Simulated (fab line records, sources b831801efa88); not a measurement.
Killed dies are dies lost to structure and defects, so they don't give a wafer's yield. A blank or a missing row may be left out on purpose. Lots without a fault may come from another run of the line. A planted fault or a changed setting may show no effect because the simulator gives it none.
A struck lot beside a sound one | flow sky130 | 43 steps out of a route of 708
Sound: wafers L801.1, L801.3, L801.5. Struck: wafers L795.3, L795.5, L795.6. The cause comes at the end.
At each step with rows: each side's tool, then ch and its chambers, then its first start. Under that, the readings that differ: sound wafers | struck wafers | difference of the means | sigmas: that difference in standard deviations of wafers without a fault.
alike: readings whose means differ by less than 2 such deviations, and words and numbers that are the same on both sides. not compared: withheld readings, readings that some wafer has no value for, bounds like >300 that may hide the same value, and numbers for which the record gives no deviation and whose values overlap.
The two part at a step that has a row with sigmas, a row that says differs or no value, or rows on one side only. Numbers that don't overlap but have no deviation are shown without sigmas and don't part them. A reading that every wafer of one side lacks parts them only if that side has two wafers or more.

first, 8 steps without rows for these wafers: SKY_POLY_CUT_DEHYDRATE_00 (time 60 s); SKY_POLY_CUT_HMDS_01 (prime time 60 s); SKY_POLY_CUT_COAT_02 (resist thk 60 nm); SKY_POLY_CUT_COAT_03 (resist thk 450 nm); SKY_POLY_CUT_SOFTBAKE_04 (time 90 s); SKY_POLY_CUT_EXPOSE_05 (exposes mask NPCM, target cd 270 nm); SKY_POLY_CUT_PEB_06; SKY_POLY_CUT_DEVELOP_07 (develop time 60 s).
SKY_POLY_CUT_CD_MEAS_08: target cd 270 nm.
  sound on cd_sem-02, day 30 20:49; struck on cd_sem-02, day 28 20:28
  alike: cd_nm
SKY_POLY_CUT_OVL_MEAS_09:
  sound on overlay-01, day 30 20:56; struck on overlay-01, day 28 20:34
  alike: POLY_CUT_OVL
SKY_POLY_CUT_ETCH_10: etches BARC in N2/H2, stops on SiO2, time 45.9 s, target depth 60 nm.
  sound on rie_diel-01 ch 1,3, day 30 20:58; struck on rie_diel-02 ch 2,3, day 28 20:35
  alike: drypump_motor_current_A, n2_flow_sccm, oes_product_au, throttle_valve_pct
  not compared: rf_hours_counter_h
SKY_POLY_CUT_ETCH_11: etches Si3N4 in CF4/CH2F2/Ar, stops on poly-Si, time 42.5 s, target depth 60 nm.
  sound on rie_diel-01 ch 1,3, day 30 21:01; struck on rie_diel-02 ch 2,3, day 28 20:37
  alike: drypump_motor_current_A, oes_product_au, throttle_valve_pct
  not compared: rf_hours_counter_h
SKY_POLY_CUT_STRIP_12: strips in O2/N2.
  sound on plasma_asher-03 ch 0,1, day 30 21:04; struck on plasma_asher-02 ch 0,1, day 28 20:42
  alike: drypump_motor_current_A, n2_flow_sccm, oes_product_au, strip_time_to_endpoint_s
  not compared: rf_hours_counter_h
then, 7 steps without rows for these wafers: SKY_SD_P_DEHYDRATE_00 (time 60 s); SKY_SD_P_HMDS_01 (prime time 60 s); SKY_SD_P_COAT_02 (resist thk 1140 nm); SKY_SD_P_SOFTBAKE_03 (time 60 s); SKY_SD_P_EXPOSE_04 (exposes mask PSDM, target cd 380 nm); SKY_SD_P_PEB_05; SKY_SD_P_DEVELOP_06 (develop time 60 s).
SKY_SD_P_CD_MEAS_07: target cd 380 nm.
  sound on cd_sem-01, day 32 01:20; struck on cd_sem-02, day 29 21:36
  alike: cd_nm
SKY_SD_P_OVL_MEAS_08:
  sound on overlay-01, day 32 01:27; struck on overlay-01, day 29 21:42
  alike: SD_P_OVL
then, 1 step without rows for these wafers: SKY_SD_P_IMPLANT_09.
SKY_SD_P_STRIP_10: strips in O2/N2.
  sound on plasma_asher-02 ch 1, day 32 01:38; struck on plasma_asher-02 ch 0,1, day 29 21:54
  alike: drypump_motor_current_A, n2_flow_sccm, oes_product_au, strip_time_to_endpoint_s
  not compared: rf_hours_counter_h
SKY_SD_P_TW_MEAS_11:
  sound on film_metro-02, day 32 01:44; struck on film_metro-04, day 29 21:59
  alike: SD_P_TW
then, 8 steps without rows for these wafers: SKY_RES_XHIGH_DEHYDRATE_00 (time 60 s); SKY_RES_XHIGH_HMDS_01 (prime time 60 s); SKY_RES_XHIGH_COAT_02 (resist thk 1140 nm); SKY_RES_XHIGH_SOFTBAKE_03 (time 60 s); SKY_RES_XHIGH_EXPOSE_04 (exposes mask URPM, target cd 1270 nm); SKY_RES_XHIGH_PEB_05; SKY_RES_XHIGH_DEVELOP_06 (develop time 60 s); SKY_RES_XHIGH_IMPLANT_07.
SKY_RES_XHIGH_STRIP_08: strips in O2/N2.
  sound on plasma_asher-02 ch 0,1, day 33 04:16; struck on plasma_asher-01 ch 0,1, day 31 02:15
  alike: drypump_motor_current_A, n2_flow_sccm, oes_product_au, strip_time_to_endpoint_s
  not compared: rf_hours_counter_h
SKY_RES_XHIGH_TW_MEAS_09:
  sound on film_metro-04, day 33 04:22; struck on film_metro-04, day 31 02:20
  alike: RES_XHIGH_TW
then, 7 steps without rows for these wafers: SKY_SD_N_DEHYDRATE_00 (time 60 s); SKY_SD_N_HMDS_01 (prime time 60 s); SKY_SD_N_COAT_02 (resist thk 1140 nm); SKY_SD_N_SOFTBAKE_03 (time 60 s); SKY_SD_N_EXPOSE_04 (exposes mask NSDM, target cd 380 nm); SKY_SD_N_PEB_05; SKY_SD_N_DEVELOP_06 (develop time 60 s).
-- the record jumps here: 18 days lie between the struck wafers' starts before and after (it left off in module SD_N and takes up again in module PAD_OPEN, whose first step shown is number 708 of the route) --
SKY_PAD_OPEN_PROBE_99:
  the record has rows for the struck wafers here (prober-01, day 48 19:41) and none for the sound ones

WHERE THEY PART
Only at SKY_PAD_OPEN_PROBE_99, within this record.

WHY: what the simulator had put in
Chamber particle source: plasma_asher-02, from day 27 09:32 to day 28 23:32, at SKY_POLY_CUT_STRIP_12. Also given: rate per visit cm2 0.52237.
